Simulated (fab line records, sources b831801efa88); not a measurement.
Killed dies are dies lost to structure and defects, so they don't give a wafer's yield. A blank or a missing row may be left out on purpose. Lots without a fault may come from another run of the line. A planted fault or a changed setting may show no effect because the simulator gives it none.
A struck lot beside a sound one | flow gf180mcu | 14 steps out of a route of 602
Sound: wafers L593.1, L593.3, L593.6. Struck: wafers L601.1, L601.4, L601.5. The cause comes at the end.
At each step with rows: each side's tool, then ch and its chambers, then its first start. Under that, the readings that differ: sound wafers | struck wafers | difference of the means | sigmas: that difference in standard deviations of wafers without a fault.
alike: readings whose means differ by less than 2 such deviations, and words and numbers that are the same on both sides. not compared: withheld readings, readings that some wafer has no value for, bounds like >300 that may hide the same value, and numbers for which the record gives no deviation and whose values overlap.
The two part at a step that has a row with sigmas, a row that says differs or no value, or rows on one side only. Numbers that don't overlap but have no deviation are shown without sigmas and don't part them. A reading that every wafer of one side lacks parts them only if that side has two wafers or more.

first, 1 step without rows for these wafers: GF_V3_CVD_00 (deposits SiO2, target thk 600 nm, time 100 s).
GF_V3_THK_MEAS_01:
  sound on film_metro-04, day 24 06:57; struck on film_metro-04, day 26 16:30
  alike: V3_CVD_00_THK
GF_V3_CVD_02: deposits SiO2 from TEOS, target thk 850 nm, time 94.851 s.
  sound on pecvd-01 ch 1,2, day 24 07:01; struck on pecvd-01 ch 0,1,2, day 26 16:34
  alike: heater_power_w
GF_V3_THK_MEAS_03:
  sound on film_metro-01, day 24 07:05; struck on film_metro-04, day 26 16:39
  alike: V3_CVD_02_THK
GF_V3_CMP_04: polishes SiO2.
  sound on cmp-01 ch 1,2,3, day 24 07:11; struck on cmp-01 ch 0,2,3, day 26 17:04
  alike: motor_current_A, platen_rpm, time_to_endpoint_s
GF_V3_BOW_MEAS_05:
  sound on film_metro-04, day 24 07:26; struck on film_metro-04, day 26 17:16
  alike: V3_BOW
then, 6 steps without rows for these wafers: GF_V3_DEHYDRATE_06 (time 60 s); GF_V3_HMDS_07 (prime time 60 s); GF_V3_COAT_08; GF_V3_COAT_09 (resist thk 1000 nm); GF_V3_SOFTBAKE_10 (time 60 s); GF_V3_EXPOSE_11 (exposes mask Via3, target cd 260 nm).
GF_V3_PEB_12: peb time 90 s.
  sound on litho_track-01 ch 0, day 25 05:01; struck on litho_track-03, day 27 13:16
  no value came back on the struck wafers for chill_plate_temp_C (C), exhaust_pa (Pa); on the sound wafers chill_plate_temp_C (C) reads 22.99 22.94 23.05
then, 1 step without rows for these wafers: GF_V3_DEVELOP_13 (develop time 60 s).

WHERE THEY PART
Only at GF_V3_PEB_12, within this record.

WHY: what the simulator had put in
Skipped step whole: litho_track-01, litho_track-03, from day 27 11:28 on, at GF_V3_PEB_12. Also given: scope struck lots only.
